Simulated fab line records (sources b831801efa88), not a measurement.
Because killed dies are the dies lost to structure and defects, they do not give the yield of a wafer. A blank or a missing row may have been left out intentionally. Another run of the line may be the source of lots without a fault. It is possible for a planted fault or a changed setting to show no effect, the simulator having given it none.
Which tool was responsible? :: flow sky130 :: 6 lots, 18 wafers sampled, at 2 steps of a route of 708

WHAT THE GAUGES READ, wafer by wafer
SKY_VT_ADJUST_NCORE_CD_MEAS_07: the cd target is 380 nm.
lot: L510
measured: day 10 01:23
on: cd-sem-01
cd-nm (nm): 381.8 382.0 380.1

lot: L512
measured: day 10 16:07
on: cd-sem-02
cd-nm (nm): - - -

lot: L514
measured: day 11 03:01
on: cd-sem-01
cd-nm (nm): - - -

lot: L521
measured: day 13 05:41
on: cd-sem-02
cd-nm (nm): 379.2 378.9 380.7

lot: L523
measured: day 13 21:06
on: cd-sem-02
cd-nm (nm): 381.2 381.8 381.2

lot: L528
measured: day 15 07:08
on: cd-sem-02
cd-nm (nm): 382.6 383.5 383.4

TOOL THAT RAN EACH LOT (tool first, then ch and the chambers of the sampled wafers, then the start)
lot: L510
SKY_VT_ADJUST_NCORE_COAT_02: litho-track-01 ch 0, day 9 14:12

lot: L512
SKY_VT_ADJUST_NCORE_COAT_02: litho-track-01, day 10 04:46

lot: L514
SKY_VT_ADJUST_NCORE_COAT_02: litho-track-03, day 10 15:34

lot: L521
SKY_VT_ADJUST_NCORE_COAT_02: litho-track-01 ch 0, day 12 17:03

lot: L523
SKY_VT_ADJUST_NCORE_COAT_02: litho-track-04 ch 0, day 13 08:32

lot: L528
SKY_VT_ADJUST_NCORE_COAT_02: litho-track-03 ch 0, day 14 17:24
- SKY_VT_ADJUST_NCORE_COAT_02: resist thk 1140 nm.

THE ANSWER, worked out from the rows above alone
Rule: what is usual is taken from the lots themselves. Put in order of their means at a reading, lots are off if they are a third of the lots or fewer, leave a main group of 4 or more, and stand apart from it by a gap of 3 or more times the standard deviation of the main group's means; of several such gaps the widest counts. Not used: any main group whose means are identical at the precision the tables above print for the reading. Also off: a lot with no number at a reading for which 4 or more lots have one. Any other lot the step has rows for is counted as sound.
Off at SKY_VT_ADJUST_NCORE_CD_MEAS_07 (cd-nm): L512, L514. Without a number there: L512, L514. The main group: mean 381.4 nm, standard deviation 1.3.
If a tool, at a process step before that reading, ran all the lots that are off and no sound lot after the first of them, it fits. The gauges at SKY_VT_ADJUST_NCORE_CD_MEAS_07 are tried like those tools. No candidate that was tried fits.

WHAT THE SIMULATOR HAD PUT IN
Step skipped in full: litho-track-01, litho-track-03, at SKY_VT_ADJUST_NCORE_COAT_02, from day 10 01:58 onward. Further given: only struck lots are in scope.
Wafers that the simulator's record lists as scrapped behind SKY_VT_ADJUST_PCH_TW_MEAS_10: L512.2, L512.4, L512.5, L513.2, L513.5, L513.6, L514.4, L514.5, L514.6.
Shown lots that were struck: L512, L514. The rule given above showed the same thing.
